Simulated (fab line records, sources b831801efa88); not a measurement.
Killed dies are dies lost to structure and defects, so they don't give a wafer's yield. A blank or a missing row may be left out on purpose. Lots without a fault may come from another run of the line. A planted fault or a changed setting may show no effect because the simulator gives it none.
fab line records | flow sky130
record lots=13 wafers=39 last_day=50
route steps=708 shown LI_CONTACT@378 LOCAL_INTERCONNECT@387 CONTACT@406 PAD_OPEN@708
lots that met no fault: from a run of the same line without faults
start_h: hours from the record's first day to the start of the lot's first wafer shown | wait_h: hours since the lot's step before | " the same as in the row above | L1.1+2: a row that stands for several wafers | - no value, or no start given | * or withheld: withheld | < > ~ a bound
route shown NAME@n: a module of which the file shows steps, and the number in the route of the first | usual: mean/standard deviation of fault-free wafers | same: alike in all rows | chamber/n: place in a boat | sites: the reading at each site | _std_site: their standard deviation | _edge_site: outer sites' mean less inner sites' | radius_mm: how far each site lies from the wafer's centre | mask NAME#n: copy n | behind: the tool/chamber that last shaped the wafer | hold: why the lot was held/for how many hours/how that ended | device: the transistor (n, p or np) that didn't switch | end of line: the same wafers' tests at the end of the route | a step without rows: its recipe alone | killed: dies lost to structure and defects at the first sort, not the wafer's yield | map: a wafer's dies, x killed, . not, _ none there
set.NAME: the setting as run; set.NAME@STEP: as run at that earlier step | model.NAME: the simulator's own value behind a step, which no gauge read
steps of the route over a sample of lots; a table a step, a row a wafer
services: from which hour (start_h, from the record's first day; less than 0 if before it) a tool's chamber was out of use, for how many hours, and why
## steps
# step SKY_LI_CONTACT_STRIP_16
# recipe chemistry=O2/N2 power_w=1400 pressure_mtorr=1500 platen_temp_c=withheld o2_flow_sccm=3000 n2_flow_sccm=300 overash_fraction=0.5
# usual drypump_motor_current_A=5.7/0.46 oes_product_au=0.375/0.0055 strip_time_to_endpoint_s=3.49/0.037
# same overash_fraction=0.5
# columns lot.wafer tool chamber start_h wait_h drypump_motor_current_A oes_product_au rf_hours_counter_h strip_time_to_endpoint_s
L918.2 plasma_asher-03 0 677.99 - 5.4 0.379 84 3.53
L918.3 " 0 " " 5.4 0.379 - 3.49
L918.4 " 1 " " 5.7 0.379 - 3.49
L921.1 plasma_asher-04 0 689.53 - 5.9 0.375 27 3.51
L921.4 " 1 " " 6.0 0.369 - 3.49
L921.6 " 0 " " 5.9 0.377 - 3.54
L919.1 plasma_asher-01 0 690.12 - 4.8 0.380 100 3.52
L919.5 " 1 " " 6.2 0.385 - 3.51
L919.6 " 0 " " 4.8 0.370 - 3.50
L920.2 plasma_asher-04 0 694.58 - 5.9 0.384 28 3.50
L920.5 " 1 " " 6.0 0.369 - 3.45
L920.6 " 0 " " 5.9 0.377 - 3.48
L922.2 plasma_asher-01 0 699.79 - 4.8 0.373 101 3.53
L922.3 " 0 " " 4.8 0.378 - 3.48
L922.6 " 1 " " 6.2 0.369 - 3.46
L923.1 plasma_asher-04 1 703.05 - 6.0 0.382 28 3.55
L923.2 " 0 " " 5.9 0.372 28 3.50
L923.3 " 0 " " 5.9 0.377 - 3.48
L932.1 plasma_asher-01 0 784.78 - 4.9 0.371 4 3.53
L932.3 " 1 " " 6.2 0.369 - 3.46
L932.5 " 1 " " 6.2 0.379 - 3.54
L933.2 plasma_asher-03 0 790.50 - 5.4 0.368 93 3.45
L933.4 " 0 " " 5.3 0.365 - 3.38
L933.5 " 1 " " 5.8 0.380 - 3.52
L934.1 plasma_asher-04 0 802.53 - 5.9 0.379 39 3.52
L934.2 " 1 " " 6.0 0.365 39 3.42
L934.6 " 0 " " 5.9 0.374 - 3.51
L936.1 plasma_asher-04 0 807.83 - 5.9 0.373 39 3.52
L936.3 " 1 " " 6.0 0.369 - 3.43
L936.5 " 0 " " 5.9 0.375 - 3.44
L937.1 plasma_asher-04 1 817.63 - 6.0 0.370 41 3.44
L937.3 " 1 " " 6.0 0.366 - 3.49
L937.6 " 1 " " 6.0 0.368 - 3.44
L938.1 plasma_asher-04 0 834.54 - 5.9 0.382 42 3.54
L938.5 " 1 " " 6.0 0.378 - 3.51
L938.6 " 0 " " 5.9 0.373 - 3.50
L939.3 plasma_asher-03 1 835.51 - 5.8 0.379 - 3.45
L939.4 " 0 " " 5.4 0.379 - 3.51
L939.6 " 0 " " 5.4 0.371 - 3.51
# step SKY_LI_CONTACT_RS_MEAS_22
# recipe thk_meas_gauge=four-point-probe reads=W_of_LI_CONTACT_CVD_21+TiN_of_LI_CONTACT_SPUTTER_20+Ti_of_LI_CONTACT_SPUTTER_19
# usual LI_CONTACT_W_RS=0.284/0.003
# columns lot.wafer tool chamber start_h wait_h LI_CONTACT_W_RS[ohm/sq]
L918.2 film_metro-02 - 678.56 0.1 0.283
L918.3 " - " " 0.288
L918.4 " - " " 0.278
L921.1 film_metro-04 - 690.08 0.1 0.284
L921.4 " - " " 0.283
L921.6 " - " " 0.286
L919.1 film_metro-03 - 690.67 0.1 0.287
L919.5 " - " " 0.282
L919.6 " - " " 0.289
L920.2 film_metro-02 - 695.17 0.1 0.280
L920.5 " - " " 0.278
L920.6 " - " " 0.282
L922.2 film_metro-03 - 700.36 0.1 0.287
L922.3 " - " " 0.283
L922.6 " - " " 0.282
L923.1 film_metro-02 - 703.61 0.1 0.281
L923.2 " - " " 0.283
L923.3 " - " " 0.279
L932.1 film_metro-02 - 785.33 0.1 0.287
L932.3 " - " " 0.284
L932.5 " - " " 0.286
L933.2 film_metro-03 - 791.11 0.1 0.286
L933.4 " - " " 0.286
L933.5 " - " " 0.285
L934.1 film_metro-03 - 803.08 0.1 0.287
L934.2 " - " " 0.283
L934.6 " - " " 0.283
L936.1 film_metro-04 - 808.38 0.1 0.287
L936.3 " - " " 0.282
L936.5 " - " " 0.284
L937.1 film_metro-03 - 818.22 0.1 0.281
L937.3 " - " " 0.287
L937.6 " - " " 0.283
L938.1 film_metro-03 - 835.11 0.1 0.278
L938.5 " - " " 0.286
L938.6 " - " " 0.278
L939.3 film_metro-03 - 836.07 0.1 0.278
L939.4 " - " " 0.287
L939.6 " - " " 0.282
# step SKY_LOCAL_INTERCONNECT_SPUTTER_00
# recipe material=TiN target_thk_nm=100 temp_c=300 power_w=6500 time_s=83.3 chamber_pressure_pa=0.4
# usual throttle_valve_pct=29.9/1
# same time_s=83.3
# columns lot.wafer tool chamber start_h wait_h throttle_valve_pct
L918.2 pvd_sputter-02 - 679.02 0.1 29.7
L918.3 " - " " 31.5
L918.4 " - " " 30.5
L921.1 pvd_sputter-02 - 690.56 0.2 30.0
L921.4 " - " " 30.9
L921.6 " - " " 31.1
L919.1 pvd_sputter-02 - 691.15 0.1 31.2
L919.5 " - " " 29.9
L919.6 " - " " 31.4
L920.2 pvd_sputter-04 - 695.63 0.2 28.9
L920.5 " - " " 29.6
L920.6 " - " " 29.0
L922.2 pvd_sputter-03 - 700.82 0.2 28.6
L922.3 " - " " 28.7
L922.6 " - " " 29.1
L923.1 pvd_sputter-03 - 704.09 0.2 28.6
L923.2 " - " " 28.6
L923.3 " - " " 28.7
L932.1 pvd_sputter-03 - 785.96 0.2 28.7
L932.3 " - " " 28.8
L932.5 " - " " 28.7
L933.2 pvd_sputter-02 - 791.73 0.2 31.7
L933.4 " - " " 31.2
L933.5 " - " " 31.4
L934.1 pvd_sputter-04 - 803.56 0.2 29.5
L934.2 " - " " 28.9
L934.6 " - " " 30.2
L936.1 pvd_sputter-02 - 808.86 0.1 31.1
L936.3 " - " " 29.7
L936.5 " - " " 30.1
L937.1 pvd_sputter-04 - 818.70 0.2 29.3
L937.3 " - " " 28.8
L937.6 " - " " 28.8
L938.1 pvd_sputter-02 - 835.59 0.2 30.6
L938.5 " - " " 31.0
L938.6 " - " " 30.5
L939.3 pvd_sputter-02 - 836.51 0.2 31.0
L939.4 " - " " 30.5
L939.6 " - " " 31.3
# step SKY_CONTACT_CVD_00
# recipe material=Si3N4 target_thk_nm=75 temp_c=400 time_s=withheld rf_w=450
# usual heater_power_w=697/130
# columns lot.wafer tool chamber start_h wait_h heater_power_w
L918.2 pecvd-01 2 705.66 0.0 578
L918.3 " 1 " " 546
L918.4 " 2 " " 589
L921.1 pecvd-03 2 717.60 0.0 728
L921.4 " 2 " " 756
L921.6 " 0 " " 976
L919.1 pecvd-01 2 718.46 0.0 569
L919.5 " 2 " " 569
L919.6 " 1 " " 522
L920.2 pecvd-03 0 722.83 0.0 881
L920.5 " 0 " " 902
L920.6 " 1 " " 648
L920.2 pecvd-03 0 723 - 885
L920.5 " 0 " " 902
L920.6 " 1 " " 674
L922.2 pecvd-04 0 727.60 0.0 813
L922.3 " 1 " " 802
L922.6 " 2 " " 745
L922.2 pecvd-04 0 727 - 799
L922.3 " 1 " " 800
L922.6 " 2 " " 721
L923.1 pecvd-01 1 730.77 0.0 593
L923.2 " 2 " " 540
L923.3 " 0 " " 852
L923.1 pecvd-01 1 730 - 625
L923.2 " 2 " " 537
L923.3 " 0 " " 859
L932.1 pecvd-04 1 813.76 0.0 677
L932.3 " 2 " " 705
L932.5 " 1 " " 680
L933.2 pecvd-01 2 819.30 0.0 558
L933.4 " 0 " " 839
L933.5 " 1 " " 581
L934.1 pecvd-04 2 831.30 0.0 782
L934.2 " 0 " " 739
L934.6 " 0 " " 759
L936.1 pecvd-01 1 836.53 0.0 610
L936.3 " 2 " " 563
L936.5 " 0 " " 871
L937.1 pecvd-01 0 846.61 0.0 753
L937.3 " 2 " " 521
L937.6 " 1 " " 493
L938.1 pecvd-04 1 863.60 0.0 663
L938.5 " 1 " " 653
L938.6 " 2 " " 798
L939.3 pecvd-03 0 865.08 0.0 1017
L939.4 " 1 " " 645
L939.6 " 0 " " 853
# step SKY_CONTACT_THK_MEAS_01
# recipe reads=Si3N4_of_CONTACT_CVD_00
# usual CONTACT_CVD_00_THK=74.6/1.2
# columns lot.wafer tool chamber start_h wait_h CONTACT_CVD_00_THK[nm]
L918.2 film_metro-02 - 705.72 - 75.1
L918.3 " - " " 75.3
L918.4 " - " " 77.0
L921.1 film_metro-01 - 717.64 - 75.3
L921.4 " - " " 75.5
L921.6 " - " " 74.9
L919.1 film_metro-04 - 718.51 - 75.8
L919.5 " - " " 75.8
L919.6 " - " " 74.7
L920.2 film_metro-01 - 723.07 - 144.5
L920.5 " - " " 149.4
L920.6 " - " " 149.4
L920.2 film_metro-01 - 723.30 0.2 144.5
L920.5 " - " " 149.3
L920.6 " - " " 149.6
L922.2 film_metro-01 - 727.85 - 149.2
L922.3 " - " " 149.2
L922.6 " - " " 152.0
L922.2 film_metro-01 - 728.07 0.2 149.0
L922.3 " - " " 149.2
L922.6 " - " " 151.9
L923.1 film_metro-01 - 731.01 - 148.1
L923.2 " - " " 151.2
L923.3 " - " " 149.3
L923.1 film_metro-01 - 731.23 0.2 148.0
L923.2 " - " " 151.1
L923.3 " - " " 149.4
L932.1 film_metro-01 - 813.79 - 73.6
L932.3 " - " " 74.6
L932.5 " - " " 74.9
L933.2 film_metro-04 - 819.35 - 73.7
L933.4 " - " " 73.4
L933.5 " - " " 73.1
L934.1 film_metro-01 - 831.35 - 73.8
L934.2 " - " " 73.7
L934.6 " - " " 75.3
L936.1 film_metro-04 - 836.61 - 71.6
L936.3 " - " " 75.2
L936.5 " - " " 74.0
L937.1 film_metro-01 - 846.65 - 73.1
L937.3 " - " " 73.7
L937.6 " - " " 73.0
L938.1 film_metro-04 - 863.64 - 74.2
L938.5 " - " " 75.2
L938.6 " - " " 76.5
L939.3 film_metro-02 - 865.13 - 73.4
L939.4 " - " " 74.3
L939.6 " - " " 75.8
# step SKY_PAD_OPEN_PROBE_99
# usual defect_limited_yield=82.3/2 killed_at_M0_to_M3=43/7 killed_at_M4_up=3.5/1.9 killed_at_contacts=24/5.3 killed_at_front_end=15/4.4 killed_at_other=0.3/0.69 killed_dies=87/9.7 killed_open=48/7 killed_short=39/6.4 sort_bin_3_pad_short=0.9/0.46 sort_bin_5_function=10.5/1.4 sort_bin_6_memory=6.3/1.2 sort_n_pass=405/9.7 sort_yield_pct=82.3/2
# same gross_dies=492 killed_at_back_side=0 sort_bin_4_leakage[%]=0 sort_bin_8_speed[%]=0
# columns lot.wafer tool chamber start_h wait_h defect_limited_yield[%] killed_at_M0_to_M3 killed_at_M4_up killed_at_contacts killed_at_front_end killed_at_other killed_dies killed_open killed_short sort_bin_3_pad_short[%] sort_bin_5_function[%] sort_bin_6_memory[%] sort_n_pass sort_yield_pct[%]
L918.2 prober-02 - 1073.61 0.1 85.2 25 6 23 19 0 73 41 32 0.6 9.3 4.9 419 85.2
L918.3 prober-02 - 1073.66 0.2 82.9 44 4 23 13 0 84 50 34 0.8 11.6 4.7 408 82.9
L918.4 prober-02 - 1073.71 0.2 85.8 31 6 17 15 1 70 35 35 1.0 7.5 5.7 422 85.8
L921.1 prober-01 - 1082.62 0.1 83.5 35 7 28 11 0 81 50 30 0.4 10.0 6.1 411 83.5
L921.4 prober-01 - 1082.77 0.2 83.9 38 1 23 16 1 79 51 27 0.2 10.8 5.1 413 83.9
L921.6 prober-01 - 1082.87 0.2 85.0 30 2 27 13 2 74 38 35 0.4 9.1 5.5 418 85.0
L919.1 prober-02 - 1084.54 0.1 78.9 61 5 29 9 0 104 50 53 1.2 12.4 7.5 388 78.9
L919.5 prober-02 - 1084.74 0.2 81.7 43 2 25 20 0 90 51 39 1.2 11.4 5.7 402 81.7
L919.6 prober-02 - 1084.79 0.2 79.5 43 7 35 16 0 101 56 44 1.0 12.0 7.5 391 79.5
L932.1 prober-02 - 1157.72 0.1 81.7 55 1 20 14 0 90 55 35 0.6 11.2 6.5 402 81.7
L932.3 prober-02 - 1157.82 0.2 80.9 53 2 27 12 0 94 40 54 1.2 11.0 6.9 398 80.9
L932.5 prober-02 - 1157.92 0.2 79.9 41 3 26 29 0 99 57 42 1.6 11.8 6.7 393 79.9
L933.2 prober-02 - 1159.28 0.1 80.5 51 2 27 16 0 96 52 44 0.4 11.8 7.3 396 80.5
L933.4 prober-02 - 1159.38 0.2 80.7 47 5 25 18 0 95 54 41 1.2 10.4 7.7 397 80.7
L933.5 prober-02 - 1159.43 0.2 81.7 40 2 28 20 0 90 44 45 1.4 10.6 6.3 402 81.7
L934.1 prober-01 - 1164.07 0.1 82.3 45 3 25 14 0 87 45 42 1.6 8.1 7.9 405 82.3
L934.2 prober-01 - 1164.12 0.1 82.1 43 4 23 17 1 88 38 49 2.2 10.4 5.3 404 82.1
L934.6 prober-01 - 1164.32 0.2 82.9 44 4 18 18 0 84 44 40 0.6 10.0 6.5 408 82.9
L936.1 prober-01 - 1171.37 0.1 81.3 42 3 32 15 0 92 55 37 0.6 10.6 7.5 400 81.3
L936.3 prober-01 - 1171.47 0.2 81.7 40 1 32 17 0 90 44 46 1.0 12.4 4.9 402 81.7
L936.5 prober-01 - 1171.57 0.2 83.7 41 1 29 9 0 80 47 33 1.2 10.8 4.3 412 83.7
L937.1 prober-02 - 1176.72 0.1 86.8 34 1 18 12 0 65 39 26 0.6 9.1 3.5 427 86.8
L937.3 prober-02 - 1176.82 0.2 86.0 37 4 14 12 2 69 35 34 0.6 8.7 4.7 423 86.0
L937.6 prober-02 - 1176.97 0.2 83.1 35 4 24 19 1 83 51 32 0.6 10.8 5.5 409 83.1
L938.1 prober-01 - 1188.77 0.1 84.8 40 4 19 12 0 75 44 30 0.4 8.1 6.7 417 84.8
L938.5 prober-01 - 1188.97 0.2 82.1 40 3 27 18 0 88 51 37 1.2 10.4 6.3 404 82.1
L938.6 prober-01 - 1189.02 0.2 81.3 44 1 33 14 0 92 59 33 0.8 10.6 7.3 400 81.3
L939.3 prober-02 - 1189.83 0.2 80.7 51 5 24 15 0 95 54 41 1.8 10.6 6.9 397 80.7
L939.4 prober-02 - 1189.88 0.2 83.3 42 3 24 13 0 82 53 29 0.8 10.4 5.5 410 83.3
L939.6 prober-02 - 1189.98 0.2 81.9 37 5 29 18 0 89 51 38 1.0 10.6 6.5 403 81.9
# killed by level:class
L918.2 VIA1:geometric_particle:open=8 LI_CONTACT:geometric_particle:open=7 LOCAL_INTERCONNECT:geometric_particle:short=7 CONTACT:geometric_particle:open=7 FIELD_ISO:geometric_particle:short=6 FIELD_ISO:geometric_particle:open=5 POLY_GATE:geometric_particle:short=4 VIA3:geometric_particle:open=4
L918.3 VIA1:geometric_particle:open=13 CONTACT:geometric_particle:open=10 VIA3:geometric_particle:open=6 VIA2:geometric_particle:open=5 FIELD_ISO:geometric_particle:open=4 POLY_GATE:geometric_particle:open=4 LI_CONTACT:geometric_particle:open=4 VIA3:geometric_particle:short=4
L918.4 CONTACT:geometric_particle:open=7 VIA1:geometric_particle:open=7 VIA3:geometric_particle:open=6 POLY_GATE:geometric_particle:short=5 CONTACT:geometric_particle:short=5 POLY_GATE:geometric_particle:open=4 METAL1:geometric_particle:short=4 VIA2:geometric_particle:open=4
L921.1 CONTACT:geometric_particle:open=13 VIA3:geometric_particle:open=8 VIA1:geometric_particle:open=8 VIA2:geometric_particle:open=6 CONTACT:geometric_particle:short=5 LI_CONTACT:geometric_particle:open=5 VIA1:geometric_particle:short=5 LI_CONTACT:geometric_particle:short=4
L921.4 VIA1:geometric_particle:open=13 CONTACT:geometric_particle:open=10 LI_CONTACT:geometric_particle:open=8 VIA2:geometric_particle:open=7 METAL1:geometric_particle:short=4 METAL2:geometric_particle:short=4 FIELD_ISO:geometric_particle:open=3 POLY_GATE:geometric_particle:open=3
L921.6 CONTACT:geometric_particle:open=14 METAL1:geometric_particle:short=7 VIA1:geometric_particle:open=6 CONTACT:geometric_particle:short=5 METAL2:geometric_particle:short=5 LI_CONTACT:geometric_particle:open=4 METAL3:geometric_particle:short=4 SPACER:geometric_particle:open=3
L919.1 CONTACT:geometric_particle:open=11 METAL2:geometric_particle:short=10 VIA1:geometric_particle:open=10 METAL1:geometric_particle:short=8 VIA3:geometric_particle:open=8 LOCAL_INTERCONNECT:geometric_particle:short=7 LI_CONTACT:geometric_particle:open=6 VIA2:geometric_particle:open=5
L919.5 VIA3:geometric_particle:open=12 VIA1:geometric_particle:open=11 LI_CONTACT:geometric_particle:open=7 CONTACT:geometric_particle:short=7 CONTACT:geometric_particle:open=6 METAL1:geometric_particle:short=5 FIELD_ISO:geometric_particle:short=4 POLY_GATE:geometric_particle:short=4
L919.6 CONTACT:geometric_particle:open=16 VIA2:geometric_particle:open=9 LI_CONTACT:geometric_particle:open=7 VIA1:geometric_particle:open=7 CONTACT:geometric_particle:short=6 METAL1:geometric_particle:short=6 METAL2:geometric_particle:short=5 VIA3:geometric_particle:open=5
L932.1 VIA1:geometric_particle:open=10 VIA2:geometric_particle:open=10 VIA3:geometric_particle:open=9 LI_CONTACT:geometric_particle:open=8 METAL2:geometric_particle:short=6 LI_CONTACT:geometric_particle:short=5 CONTACT:geometric_particle:open=5 FIELD_ISO:geometric_particle:open=4
L932.3 VIA1:geometric_particle:short=10 LI_CONTACT:geometric_particle:open=8 CONTACT:geometric_particle:open=8 VIA3:geometric_particle:short=8 VIA3:geometric_particle:open=6 POLY_GATE:geometric_particle:short=5 LOCAL_INTERCONNECT:geometric_particle:short=5 VIA1:geometric_particle:open=5
L932.5 CONTACT:geometric_particle:open=11 VIA2:geometric_particle:open=10 FIELD_ISO:geometric_particle:open=9 LI_CONTACT:geometric_particle:open=6 VIA3:geometric_particle:open=6 VIA1:geometric_particle:open=6 METAL2:geometric_particle:short=5 VIA3:geometric_particle:short=5
L933.2 VIA1:geometric_particle:open=12 CONTACT:geometric_particle:open=10 VIA2:geometric_particle:open=9 CONTACT:geometric_particle:short=7 METAL1:geometric_particle:short=7 FIELD_ISO:geometric_particle:open=6 LI_CONTACT:geometric_particle:open=5 FIELD_ISO:geometric_particle:short=4
L933.4 VIA2:geometric_particle:open=12 CONTACT:geometric_particle:open=9 VIA1:geometric_particle:open=9 FIELD_ISO:geometric_particle:open=7 METAL1:geometric_particle:short=7 LI_CONTACT:geometric_particle:open=7 METAL2:geometric_particle:short=5 LOCAL_INTERCONNECT:geometric_particle:short=5
L933.5 VIA1:geometric_particle:open=12 CONTACT:geometric_particle:open=7 FIELD_ISO:geometric_particle:short=6 FIELD_ISO:geometric_particle:open=6 LI_CONTACT:geometric_particle:open=6 LOCAL_INTERCONNECT:geometric_particle:short=6 METAL2:geometric_particle:short=6 LI_CONTACT:geometric_particle:short=5
L934.1 VIA1:geometric_particle:open=12 CONTACT:geometric_particle:open=11 METAL2:geometric_particle:short=10 LI_CONTACT:geometric_particle:open=6 FIELD_ISO:geometric_particle:open=5 METAL3:geometric_particle:short=5 VIA1:geometric_particle:short=5 CONTACT:geometric_particle:short=4
L934.2 VIA2:geometric_particle:open=10 LOCAL_INTERCONNECT:geometric_particle:short=7 METAL2:geometric_particle:short=7 CONTACT:geometric_particle:open=6 VIA3:geometric_particle:open=6 VIA1:geometric_particle:open=5 CONTACT:geometric_particle:short=5 POLY_GATE:geometric_particle:open=4
L934.6 CONTACT:geometric_particle:open=8 METAL2:geometric_particle:short=8 FIELD_ISO:geometric_particle:open=7 METAL1:geometric_particle:short=7 VIA1:geometric_particle:open=6 VIA2:geometric_particle:open=5 CONTACT:geometric_particle:short=5 METAL3:geometric_particle:short=5
L936.1 CONTACT:geometric_particle:open=14 VIA2:geometric_particle:open=10 LI_CONTACT:geometric_particle:open=10 FIELD_ISO:geometric_particle:short=5 CONTACT:geometric_particle:short=5 METAL1:geometric_particle:short=5 VIA1:geometric_particle:short=5 VIA1:geometric_particle:open=5
L936.3 CONTACT:geometric_particle:open=11 LI_CONTACT:geometric_particle:open=7 FIELD_ISO:geometric_particle:open=6 METAL1:geometric_particle:short=6 VIA1:geometric_particle:short=6 VIA2:geometric_particle:open=5 LOCAL_INTERCONNECT:geometric_particle:short=5 VIA3:geometric_particle:open=5
L936.5 CONTACT:geometric_particle:open=12 LI_CONTACT:geometric_particle:open=7 LOCAL_INTERCONNECT:geometric_particle:short=7 VIA1:geometric_particle:open=7 VIA1:geometric_particle:short=7 VIA3:geometric_particle:open=6 VIA2:geometric_particle:open=6 METAL1:geometric_particle:short=4
L937.1 VIA2:geometric_particle:open=9 CONTACT:geometric_particle:open=6 LI_CONTACT:geometric_particle:open=5 VIA1:geometric_particle:open=5 VIA3:geometric_particle:open=4 FIELD_ISO:geometric_particle:open=3 FIELD_ISO:geometric_particle:short=3 POLY_GATE:geometric_particle:short=3
L937.3 VIA1:geometric_particle:open=13 VIA1:geometric_particle:short=6 FIELD_ISO:geometric_particle:short=5 CONTACT:geometric_particle:open=5 METAL2:geometric_particle:short=5 VIA2:geometric_particle:open=5 METAL4:geometric_particle:short=4 FIELD_ISO:geometric_particle:open=3
L937.6 LI_CONTACT:geometric_particle:open=9 VIA1:geometric_particle:open=8 VIA2:geometric_particle:open=7 VIA3:geometric_particle:open=6 CONTACT:geometric_particle:open=5 CONTACT:geometric_particle:short=5 POLY_GATE:geometric_particle:open=4 LOCAL_INTERCONNECT:geometric_particle:short=4
L938.1 VIA3:geometric_particle:open=10 LI_CONTACT:geometric_particle:open=7 VIA2:geometric_particle:open=7 VIA1:geometric_particle:open=5 FIELD_ISO:geometric_particle:open=4 VIA2:geometric_particle:short=4 METAL1:geometric_particle:short=4 CONTACT:geometric_particle:open=4
L938.5 VIA1:geometric_particle:open=12 CONTACT:geometric_particle:short=8 POLY_GATE:geometric_particle:open=7 CONTACT:geometric_particle:open=7 LI_CONTACT:geometric_particle:open=6 VIA3:geometric_particle:open=6 METAL2:geometric_particle:short=5 FIELD_ISO:geometric_particle:short=4
L938.6 CONTACT:geometric_particle:open=16 VIA1:geometric_particle:open=13 LI_CONTACT:geometric_particle:open=10 METAL2:geometric_particle:short=6 VIA3:geometric_particle:open=6 POLY_GATE:geometric_particle:short=5 METAL1:geometric_particle:short=5 VIA2:geometric_particle:open=5
L939.3 VIA1:geometric_particle:open=11 LI_CONTACT:geometric_particle:open=8 CONTACT:geometric_particle:open=7 VIA3:geometric_particle:open=7 VIA2:geometric_particle:open=6 VIA2:geometric_particle:short=6 POLY_GATE:geometric_particle:open=5 METAL3:geometric_particle:short=5
L939.4 VIA3:geometric_particle:open=13 CONTACT:geometric_particle:open=10 VIA1:geometric_particle:open=8 LI_CONTACT:geometric_particle:open=6 VIA2:geometric_particle:open=6 FIELD_ISO:geometric_particle:open=5 CONTACT:geometric_particle:short=5 METAL1:geometric_particle:short=5
L939.6 CONTACT:geometric_particle:open=10 LOCAL_INTERCONNECT:geometric_particle:short=7 VIA2:geometric_particle:open=7 FIELD_ISO:geometric_particle:open=6 METAL1:geometric_particle:short=6 LI_CONTACT:geometric_particle:open=6 FIELD_ISO:geometric_particle:short=5 VIA1:geometric_particle:open=5
## services
# columns tool chamber start_h hours kind
plasma_asher-03 - 685.57 7.5 repair
pecvd-01 - 693.52 0.4 repair
pecvd-04 1 693.93 5.5 scheduled_down
pecvd-01 0 695.78 31.8 repair
plasma_asher-03 - 733.12 14.6 pm
plasma_asher-01 - 733.75 9.0 pm
pecvd-04 0 754.70 - clean
pecvd-04 0 754.70 29.5 scheduled_down
pecvd-04 0 754.70 29.5 vent_cycle
pecvd-01 0 758.20 4.7 repair
pecvd-04 2 760.44 3.8 repair
pvd_sputter-03 - 763.95 10.5 repair
pecvd-01 2 765.27 5.5 scheduled_down
pvd_sputter-02 - 777.75 1.7 repair
pecvd-04 0 802.67 2.1 scheduled_down
pvd_sputter-03 - 806.33 1.3 repair
pecvd-04 1 818.12 - clean
pecvd-04 1 818.12 - consumable_replace:showerhead
pecvd-04 1 818.12 29.0 scheduled_down
pvd_sputter-02 3 832.59 - consumable_replace:kit
pvd_sputter-02 3 832.59 18.0 scheduled_down
pvd_sputter-02 3 832.59 18.0 vent_cycle
pvd_sputter-02 - 860.05 1.9 repair
pecvd-01 1 861.29 2.1 scheduled_down
## key
first_sign step=SKY_CONTACT_CVD_00 reading=visit direction=added
effect step=SKY_CONTACT_THK_MEAS_01 reading=visit direction=added
effect step=SKY_CONTACT_THK_MEAS_01 reading=CONTACT_CVD_00_THK direction=up sigmas=64 usual=74.6 struck=149.2
met_at SKY_CONTACT_CVD_00
struck_lots L920,L922,L923
scrapped_behind SKY_CONTACT_THK_MEAS_01 L920.2,L920.5,L920.6,L922.2,L922.3,L922.6,L923.1,L923.2,L923.3
not_acting_at SKY_LI_CONTACT_STRIP_16,SKY_LI_CONTACT_RS_MEAS_22,SKY_LOCAL_INTERCONNECT_SPUTTER_00
fault kind=repeated_step_whole tool=pecvd-01,pecvd-03,pecvd-04 chamber=- onset_h=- steps=SKY_CONTACT_CVD_00 times=1 scope=struck_lots_only
